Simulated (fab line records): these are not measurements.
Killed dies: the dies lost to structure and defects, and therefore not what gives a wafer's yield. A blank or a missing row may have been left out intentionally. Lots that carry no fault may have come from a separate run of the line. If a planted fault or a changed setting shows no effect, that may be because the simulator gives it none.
The tool behind it: which one?	flow sky130	7 lots, 21 wafers sampled, at 2 steps of a route of 708

## WHAT EACH GAUGE READ, for each wafer
SKY_PWDE_TW_MEAS_10.
lot	measured	on	PWDE_TW
L183	day 4 08:07	film-metro-02	378.2 375.5 375.7
L186	day 5 00:35	film-metro-04	376.1 378.6 376.3
L188	day 5 10:54	film-metro-02	378.6 375.8 377.0
L191	day 6 03:03	film-metro-03	374.5 375.8 375.5
L193	day 6 17:23	film-metro-03	1123.2 1126.6 1125.2
L202	day 8 20:08	film-metro-04	371.3 371.2 372.2
L204	day 9 03:50	film-metro-03	375.4 375.2 371.7

## WHICH TOOL RAN EACH LOT (tool, then ch and the chambers of the sampled wafers, then the start)
lot	SKY_DNWELL_COAT_02
L183	litho-track-03 ch 0, day 3 07:41
L186	litho-track-02 ch 0, day 3 22:49
L188	litho-track-01 ch 0, day 4 09:10
L191	litho-track-03 ch 0, day 4 23:55
L193	litho-track-02, day 5 13:21
L202	litho-track-02 ch 0, day 7 13:39
L204	litho-track-03 ch 0, day 7 21:52
- SKY_DNWELL_COAT_02: resist thk 3000 nm.

## THE ANSWER, worked out from the rows above alone
Rule: the lots themselves supply what counts as usual. Put in order of their means at a reading, lots are off if they are a third of the lots or fewer, leave a main group of 4 or more, and stand apart from it by a gap of 3 or more times the standard deviation of the main group's means; of several such gaps the widest counts. A main group is skipped when, at the precision printed for the reading in the tables above, its means are all equal. A lot without any number at a reading at which 4 lots or more have one is off too. Any other lot the step has rows for is counted as sound.
Off: at SKY_PWDE_TW_MEAS_10 (PWDE_TW), L193. The main group has a mean of 375.3 with a standard deviation of 2.
A tool fits if, at a process step before that reading, it ran every lot that is off, and no sound lot after the first of them. The gauges at SKY_PWDE_TW_MEAS_10 are tried like those tools. No candidate that was tried fits.

## WHAT THE SIMULATOR HAD PUT IN
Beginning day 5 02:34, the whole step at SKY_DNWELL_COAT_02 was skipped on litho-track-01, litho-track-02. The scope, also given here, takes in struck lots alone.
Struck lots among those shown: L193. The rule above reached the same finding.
